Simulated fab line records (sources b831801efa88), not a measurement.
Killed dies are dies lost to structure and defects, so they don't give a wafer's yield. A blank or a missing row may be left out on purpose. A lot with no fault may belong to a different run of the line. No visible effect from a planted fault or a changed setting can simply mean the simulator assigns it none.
2 desks looking at one fault :: flow sky130 :: each desk has only its own numbers; what lay behind them comes last

DESK OF THE TOOL OWNER: pvd_sputter-03
The tool's own readings at SKY_LI_CONTACT_SPUTTER_19 (material Ti, target thk 20 nm, time 106.37 s): means of the sampled wafers that have a number, for each lot that ran on this tool. A lot is out of limits, marked OUT, if its mean lies more than 4 standard deviations from the usual mean; the brackets give that distance.
Columns: A = throttle_valve_pct at SKY_LI_CONTACT_SPUTTER_19, usual 30.4 %
lot: L563
first seen here: day 33 05:32
A: 30.0

lot: L564
first seen here: day 34 01:44
A: 30.1

lot: L574
first seen here: day 36 10:03
A: 30.6
This desk's finding: nothing out of limits on any of the 3 lots.

AT THE METROLOGY DESK
Means of the sampled wafers that have a number, per lot and without regard to the tool the lot ran on: this is what the gauges read. A lot is out of limits, marked OUT, if its mean lies more than 4 standard deviations from the usual mean; the brackets give that distance.
Columns: A = cd_nm at SKY_LI_CONTACT_CD_MEAS_12, usual 169.9 nm; B = LI_CONTACT_OVL at SKY_LI_CONTACT_OVL_MEAS_13, usual -4 nm
lot: L556
first seen here: day 30 21:13
A: 170.8
B: -6

lot: L563
first seen here: day 33 04:58
A: 171.4
B: -2

lot: L564
first seen here: day 34 01:11
A: 170.0
B: -8

lot: L570
first seen here: day 35 15:04
A: 166.9
B: -1

lot: L572
first seen here: day 35 17:29
A: 170.9
B: -10

lot: L574
first seen here: day 36 09:29
A: 171.0
B: -1
This desk's finding: nothing out of limits on any of the 6 lots.

BROUGHT TOGETHER
Nothing out of limits was seen by the tool owner's desk.
The metrology desk saw nothing out of limits.

WHAT THE SIMULATOR HAD PUT IN
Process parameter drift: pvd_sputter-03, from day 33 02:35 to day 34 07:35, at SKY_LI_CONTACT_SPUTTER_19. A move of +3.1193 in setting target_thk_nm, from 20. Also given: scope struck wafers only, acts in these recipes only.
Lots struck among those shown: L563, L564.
